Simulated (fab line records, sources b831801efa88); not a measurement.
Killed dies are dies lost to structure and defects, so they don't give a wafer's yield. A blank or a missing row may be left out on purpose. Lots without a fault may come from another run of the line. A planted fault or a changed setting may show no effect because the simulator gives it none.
Which tool did it? | flow sfq_line | 14 lots, 42 wafers sampled, at 4 steps of a route of 325

WHAT THE GAUGES READ, wafer by wafer
The record holds no reading of a measuring or inspecting step that can be judged against a usual standard deviation.

WHICH TOOL RAN EACH LOT (tool, then ch and the chambers of the sampled wafers, then the start)
lot  | SFQ_TRILAYER_I0_VIA_STRIP_STRIP_035 | SFQ_TRILAYER_I2_VIA_LITHO_PEB_070 | SFQ_TRILAYER_I6_VIA_STRIP_STRIP_173 | SFQ_TRILAYER_M7_STRIP_STRIP_181
L379 | rie_metal-03 ch 0,1, day 10 06:07   | litho_track-04 ch 0, day 30 10:30 | rie_metal-01 ch 0,1, day 78 00:41   | rie_metal-03 ch 0,1, day 78 16:53
L380 | rie_metal-02 ch 1, day 10 12:07     | litho_track-01 ch 0, day 31 02:06 | rie_metal-03 ch 0,1, day 78 12:41   | rie_metal-04 ch 0,1, day 78 22:53
L381 | rie_metal-03 ch 0,1, day 10 18:19   | litho_track-01 ch 0, day 31 10:33 | rie_metal-03 ch 0,1, day 78 15:17   | rie_metal-02 ch 0,1, day 79 00:17
L383 | rie_metal-02 ch 0,1, day 11 07:19   | litho_track-04 ch 0, day 32 08:21 | rie_metal-03 ch 0,1, day 79 22:17   | rie_metal-03 ch 0,1, day 80 08:02
L384 | rie_metal-03 ch 0,1, day 11 09:43   | litho_track-04 ch 0, day 32 11:57 | rie_metal-01 ch 0,1, day 80 00:54   | rie_metal-02 ch 0,1, day 80 09:14
L385 | rie_metal-02 ch 1, day 11 12:10     | litho_track-04 ch 0, day 33 01:11 | rie_metal-03 ch 0,1, day 80 04:17   | rie_metal-03 ch 0,1, day 80 10:26
L386 | rie_metal-02 ch 0,1, day 11 21:43   | litho_track-03 ch 0, day 33 12:06 | rie_metal-01 ch 0,1, day 80 06:41   | rie_metal-03 ch 0,1, day 80 11:38
L387 | rie_metal-03 ch 0,1, day 12 09:43   | litho_track-03 ch 0, day 33 14:35 | rie_metal-01 ch 0,1, day 80 07:53   | rie_metal-02 ch 0,1, day 80 12:53
L388 | rie_metal-03 ch 0,1, day 12 14:31   | litho_track-03 ch 0, day 33 22:53 | rie_metal-01 ch 0,1, day 80 10:17   | rie_metal-03 ch 0,1, day 80 14:02
L392 | rie_metal-02 ch 0,1, day 14 01:54   | litho_track-03 ch 0, day 34 21:51 | rie_metal-01 ch 1, day 81 18:01     | rie_metal-02 ch 0,1, day 86 01:57
L399 | rie_metal-03 ch 0,1, day 16 11:12   | litho_track-04 ch 0, day 37 02:25 | rie_metal-04 ch 0,1, day 83 15:28   | rie_metal-03 ch 0,1, day 87 12:59
L400 | rie_metal-02 ch 0,1, day 16 19:36   | litho_track-04 ch 0, day 37 14:25 | rie_metal-03 ch 0, day 84 05:52     | rie_metal-04 ch 0,1, day 88 00:59
L401 | rie_metal-03 ch 0,1, day 17 02:54   | litho_track-04 ch 0, day 37 21:35 | rie_metal-04 ch 0,1, day 84 09:28   | rie_metal-02 ch 0,1, day 88 03:23
L402 | rie_metal-02 ch 0,1, day 17 10:06   | litho_track-03 ch 0, day 38 09:32 | rie_metal-04 ch 0,1, day 84 15:35   | rie_metal-02 ch 0,1, day 88 05:47
- SFQ_TRILAYER_I0_VIA_STRIP_STRIP_035: strips in O2.
- SFQ_TRILAYER_I2_VIA_LITHO_PEB_070: peb time 60 s.
- SFQ_TRILAYER_I6_VIA_STRIP_STRIP_173: strips in O2.
- SFQ_TRILAYER_M7_STRIP_STRIP_181: strips in O2.

WHAT THE TOOLS THEMSELVES READ (means of the sampled wafers that have a number; where no wafer has one, the mark that the record gives instead)
SFQ_TRILAYER_I0_VIA_STRIP_STRIP_035.
lot  | tool         | drypump_motor_current_A (A) | oes_product_au (a.u.)
L379 | rie_metal-03 | 5.4                         | 0.993
L380 | rie_metal-02 | 4.8                         | 1.006
L381 | rie_metal-03 | 5.4                         | 0.990
L383 | rie_metal-02 | 5.5                         | 1.005
L384 | rie_metal-03 | 5.1                         | 0.992
L385 | rie_metal-02 | 4.8                         | 0.997
L386 | rie_metal-02 | 5.5                         | 1.003
L387 | rie_metal-03 | 5.4                         | 0.996
L388 | rie_metal-03 | 5.1                         | 0.992
L392 | rie_metal-02 | 5.5                         | 1.007
L399 | rie_metal-03 | 5.2                         | 0.993
L400 | rie_metal-02 | 5.1                         | 0.998
L401 | rie_metal-03 | 5.4                         | 0.999
L402 | rie_metal-02 | 5.5                         | 1.009

SFQ_TRILAYER_I2_VIA_LITHO_PEB_070.
lot  | tool           | chill_plate_temp_C (C) | heater_power_total_W (W) | plate_temp_C (C)
L379 | litho_track-04 | 22.85                  | 79.17                    | 115.14
L380 | litho_track-01 | 22.83                  | 79.17                    | 115.02
L381 | litho_track-01 | 23.04                  | 79.16                    | 114.95
L383 | litho_track-04 | 22.82                  | 79.18                    | 115.03
L384 | litho_track-04 | 22.97                  | 79.10                    | 115.04
L385 | litho_track-04 | 23.06                  | 79.13                    | 115.00
L386 | litho_track-03 | 23.20                  | 79.14                    | 114.95
L387 | litho_track-03 | 23.05                  | 79.14                    | 114.86
L388 | litho_track-03 | 23.11                  | 75.15                    | 110.61
L392 | litho_track-03 | 23.00                  | 75.16                    | 110.77
L399 | litho_track-04 | 22.99                  | 79.17                    | 114.93
L400 | litho_track-04 | 23.13                  | 79.19                    | 114.92
L401 | litho_track-04 | 22.76                  | 79.15                    | 114.79
L402 | litho_track-03 | 23.04                  | 79.10                    | 114.85

SFQ_TRILAYER_I6_VIA_STRIP_STRIP_173.
lot  | tool         | drypump_motor_current_A (A) | oes_product_au (a.u.)
L379 | rie_metal-01 | 5.3                         | 0.997
L380 | rie_metal-03 | 5.1                         | 1.000
L381 | rie_metal-03 | 5.4                         | 0.998
L383 | rie_metal-03 | 5.2                         | 0.995
L384 | rie_metal-01 | 5.3                         | 1.006
L385 | rie_metal-03 | 5.1                         | 1.007
L386 | rie_metal-01 | 5.5                         | 0.990
L387 | rie_metal-01 | 5.3                         | 1.013
L388 | rie_metal-01 | 5.3                         | 0.999
L392 | rie_metal-01 | 5.0                         | 0.996
L399 | rie_metal-04 | 5.4                         | 1.003
L400 | rie_metal-03 | 5.7                         | 0.998
L401 | rie_metal-04 | 5.8                         | 0.999
L402 | rie_metal-04 | 5.4                         | 0.990

SFQ_TRILAYER_M7_STRIP_STRIP_181.
lot  | tool         | drypump_motor_current_A (A) | oes_product_au (a.u.)
L379 | rie_metal-03 | 5.4                         | 0.996
L380 | rie_metal-04 | 5.4                         | 0.992
L381 | rie_metal-02 | 5.1                         | 1.000
L383 | rie_metal-03 | 5.1                         | 1.000
L384 | rie_metal-02 | 5.5                         | 1.005
L385 | rie_metal-03 | 5.2                         | 1.004
L386 | rie_metal-03 | 5.4                         | 1.002
L387 | rie_metal-02 | 5.5                         | 1.003
L388 | rie_metal-03 | 5.1                         | 0.997
L392 | rie_metal-02 | 5.2                         | 0.991
L399 | rie_metal-03 | 5.4                         | 0.987
L400 | rie_metal-04 | 5.4                         | 1.004
L401 | rie_metal-02 | 5.5                         | 0.997
L402 | rie_metal-02 | 5.5                         | 1.002

THE ANSWER, worked out from the rows above alone
Rule: what is usual is taken from the lots themselves. Put in order of their means at a reading, lots are off if they are a third of the lots or fewer, leave a main group of 4 or more, and stand apart from it by a gap of 3 or more times the standard deviation of the main group's means; of several such gaps the widest counts. A main group whose means are all the same, to the digits that the tables above print for the reading, isn't used. A lot without any number at a reading at which 4 lots or more have one is off too. The other lots that the step has rows for count as sound. The gauges are gone through in route order, then the tools' own readings, and for those a lot's mean is taken as printed above. The first step at which some lot is off is used, and at that step the reading that is off furthest; a lot without a number counts as furthest.
Off: L388, L392, at SFQ_TRILAYER_I2_VIA_LITHO_PEB_070 (heater_power_total_W). The main group: mean 79.15 W, standard deviation 0.028.
A tool fits if, at that step or a process step before it, it ran every lot that is off, and no sound lot after the first of them. None of those tried fits.

WHAT THE SIMULATOR HAD PUT IN
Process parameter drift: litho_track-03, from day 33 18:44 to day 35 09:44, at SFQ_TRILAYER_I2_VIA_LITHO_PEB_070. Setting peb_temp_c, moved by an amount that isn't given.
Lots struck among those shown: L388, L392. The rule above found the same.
